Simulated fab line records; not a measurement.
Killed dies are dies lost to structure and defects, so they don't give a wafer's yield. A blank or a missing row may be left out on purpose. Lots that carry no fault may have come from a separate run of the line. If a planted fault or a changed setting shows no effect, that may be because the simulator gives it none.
Split-lot study | flow gf180mcu | route with 602 steps; 5 lots, 23 wafers read

== THE SPLIT ITSELF ==
At GF_LVPWELL_COAT_02 (resist thk 3000 nm), the setting spin rpm was moved away from the recipe's 2000 rpm on 7 of the 23 wafers read, by -7.1% to +5.4%. The other wafers ran this setting at the recipe's value.

Reading taken at the split's own step.

== THE READING ==
coat_of_LVPWELL_COAT_02.thk nm (the simulator's own value, which no gauge read), in nm, at GF_LVPWELL_COAT_02 (resist thk 3000 nm). The file gives no usual value for it. Across the 16 wafers here that went through the recipe, the average is 3004 nm and the standard deviation 5.4 nm.

wafer  | tool, chamber at the split | spin rpm as run, rpm | against the recipe | coat_of_LVPWELL_COAT_02.thk nm, nm | against lot-mates on the recipe
L074.2 | litho track-03, 0          | 2000                 | recipe             | 3015                               | -
L074.3 | litho track-03, 0          | 1858                 | -7.1%              | 3120                               | +109
L074.4 | litho track-03, 0          | 2000                 | recipe             | 3011                               | -
L074.5 | litho track-03, 0          | 1858                 | -7.1%              | 3128                               | +117
L074.6 | litho track-03, 0          | 2000                 | recipe             | 3006                               | -
L076.1 | litho track-02, 0          | 2000                 | recipe             | 3001                               | -
L076.6 | litho track-02, 0          | 2000                 | recipe             | 3001                               | -
L076.3 | litho track-02, 0          | 2000                 | recipe             | 3005                               | -
L077.1 | litho track-02, 0          | 2000                 | recipe             | 3000                               | -
L077.5 | litho track-02, 0          | 2000                 | recipe             | 3000                               | -
L077.2 | litho track-02, 0          | 2000                 | recipe             | 3001                               | -
L077.4 | litho track-02, 0          | 2000                 | recipe             | 3006                               | -
L077.6 | litho track-02, 0          | 2000                 | recipe             | 3003                               | -
L079.2 | litho track-02, 0          | 2109                 | +5.4%              | 2912                               | -85
L079.3 | litho track-02, 0          | 2109                 | +5.4%              | 2918                               | -79
L079.4 | litho track-02, 0          | 2000                 | recipe             | 2997                               | -
L079.5 | litho track-02, 0          | 2000                 | recipe             | 2999                               | -
L079.6 | litho track-02, 0          | 2000                 | recipe             | 2995                               | -
L083.1 | litho track-02, 0          | 2000                 | recipe             | 3009                               | -
L083.2 | litho track-02, 0          | 2000                 | recipe             | 3011                               | -
L083.3 | litho track-02, 0          | 1895                 | -5.2%              | 3098                               | +88
L083.4 | litho track-02, 0          | 1895                 | -5.2%              | 3081                               | +71
L083.5 | litho track-02, 0          | 1895                 | -5.2%              | 3096                               | +86

THE FIT
A straight line over all 23 wafers: coat_of_LVPWELL_COAT_02.thk nm changes by -16.7 nm for each +1% of spin rpm; r = -0.99; the points scatter about the line by 5.8 nm.
The same after taking each lot's own level away (the mean of its wafers on the recipe; 23 wafers): -15.6 nm for each +1%; r = -1.00; scatter 4 nm.
Per that fit: largest spin rpm move, reading shift of 1.1e+02 nm.
The lots' own levels span 2997.0 to 3010.7 nm, that is 2.5 times the standard deviation above.
Hence the lot-to-lot level has little effect on the slope; both slopes agree.
Check: with one of the wafers moved furthest among these (-7.1%) left out of the fit, the line predicts +111 nm for it against its lot-mates. It came out at +109 nm against them.

== OTHER SPLITS APPLIED TO THESE WAFERS ==
Note: prior to the reading, these wafers also went through further splits. Each is held against what the fit with the lots' levels taken away leaves over:
other split on the same wafers  | wafers away from the commonest value | r with coat_of_LVPWELL_COAT_02.thk nm (lot level and that fit taken away)
GF_STI_COAT_07 resist thk nm    | 8                                    | +0.22
GF_STI_PEB_10 peb time s        | 2                                    | +0.04
GF_STI_WET_ETCH_26 temp c       | 18                                   | +0.13
GF_DNWELL_COAT_02 resist thk nm | 10                                   | -0.16

== THE WHOLE CHAIN: every reading that the file lists as answering this split, in the file's order ==
step                | what it does       | reading                                                                         | change (the file's fit)              | r (the file's)
GF_LVPWELL_COAT_02  | resist thk 3000 nm | coat_of_LVPWELL_COAT_02.thk nm (the simulator's own value, which no gauge read) | -15.6 nm for each +1% of the setting | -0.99
GF_LVPWELL_STRIP_10 | strips in O2/N2    | strip time to endpoint s                                                        | withheld for each +1% of the setting | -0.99

== FILE'S OWN FIT ==
coat_of_LVPWELL_COAT_02.thk nm changes by -15.6 nm for each +1% of spin rpm, r = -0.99.
